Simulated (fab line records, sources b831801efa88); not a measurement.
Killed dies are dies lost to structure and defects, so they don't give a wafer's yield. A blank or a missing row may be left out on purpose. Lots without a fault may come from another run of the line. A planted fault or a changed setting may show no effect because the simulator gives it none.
Chamber matching | flow sfq_line | SFQ_TRILAYER_I3_CMP_CMP_082 on cmp-01: 4 sister chambers
The step polishes SiO2. 18 wafers are shown with their chamber, then 8 later ones without.

WAFERS WITH THEIR CHAMBER
wafer  | chamber | motor_current_A (A) | time_to_endpoint_s (s) | slurry_flow_ml_min
L775.1 | 1       | 8.6                 | 212                    | 150.6
L775.4 | 0       | 10.2                | 216                    | 150.0
L775.6 | 1       | 8.7                 | 216                    | 150.2
L777.4 | 1       | 9.0                 | 218                    | 150.4
L777.2 | 3       | 9.2                 | 224                    | 149.4
L777.5 | 2       | 11.4                | 229                    | 149.4
L778.1 | 2       | 11.8                | 212                    | 150.2
L778.3 | 3       | 9.5                 | 220                    | 149.8
L778.4 | 0       | 10.3                | 204                    | 150.1
L780.2 | 3       | 9.3                 | 217                    | 149.8
L780.4 | 1       | 9.1                 | 211                    | 151.1
L780.6 | 3       | 9.3                 | 222                    | 150.0
L781.4 | 2       | 11.5                | 218                    | 150.0
L781.1 | 1       | 8.6                 | 209                    | 148.7
L781.5 | 2       | 11.0                | 219                    | 150.3
L784.1 | 2       | 10.7                | 217                    | 150.2
L784.4 | 3       | 10.0                | 224                    | 149.6
L784.2 | 1       | 8.5                 | 214                    | 150.2

SIGNATURES (means of the wafers above)
reading            | chamber 0 | chamber 1 | chamber 2 | chamber 3 | scatter within a chamber
motor_current_A    | 10.250    | 8.750     | 11.280    | 9.460     | 0.323
time_to_endpoint_s | 210.00    | 213.33    | 219.00    | 221.40    | 4.75
slurry_flow_ml_min | 150.050   | 150.200   | 150.020   | 149.720   | 0.535
Rule: a wafer's distance from a chamber is the root of the sum, over the readings, of the square of ((its reading less the chamber's mean) divided by the reading's scatter). The wafer belongs to the nearest chamber; if the next one is less than 2 further off, it can't be placed. The scatter: the root of (the sum of the squares of (reading less its chamber's mean) over the shown wafers, divided by (wafers less chambers)).

WAFERS WITHOUT THEIR CHAMBER
wafer  | motor_current_A (A) | time_to_endpoint_s (s) | slurry_flow_ml_min
L785.4 | 9.5                 | 226                    | 150.2
L785.5 | 9.5                 | 228                    | 149.8
L785.6 | 10.5                | 223                    | 149.2
L786.5 | 10.6                | 189                    | 150.4
L786.6 | 8.6                 | 222                    | 149.8
L797.4 | 10.7                | 213                    | 149.9
L797.3 | 9.4                 | 225                    | 149.6
L797.6 | 9.2                 | 220                    | 150.4

WHICH CHAMBER EACH WENT THROUGH
wafer  | from the rows above          | in truth
L785.4 | 3                            | 3
L785.5 | 3                            | 3
L785.6 | can't be placed: 2 or 0 or 3 | 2
L786.5 | 0                            | 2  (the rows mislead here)
L786.6 | can't be placed: 1 or 3      | 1
L797.4 | can't be placed: 0 or 2      | 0
L797.3 | 3                            | 3
L797.6 | can't be placed: 3 or 1      | 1
Placed correctly: 3 of 8. Can't be placed from these rows: 4 (the true chamber is among the candidates in 4). Placed wrongly: 1.
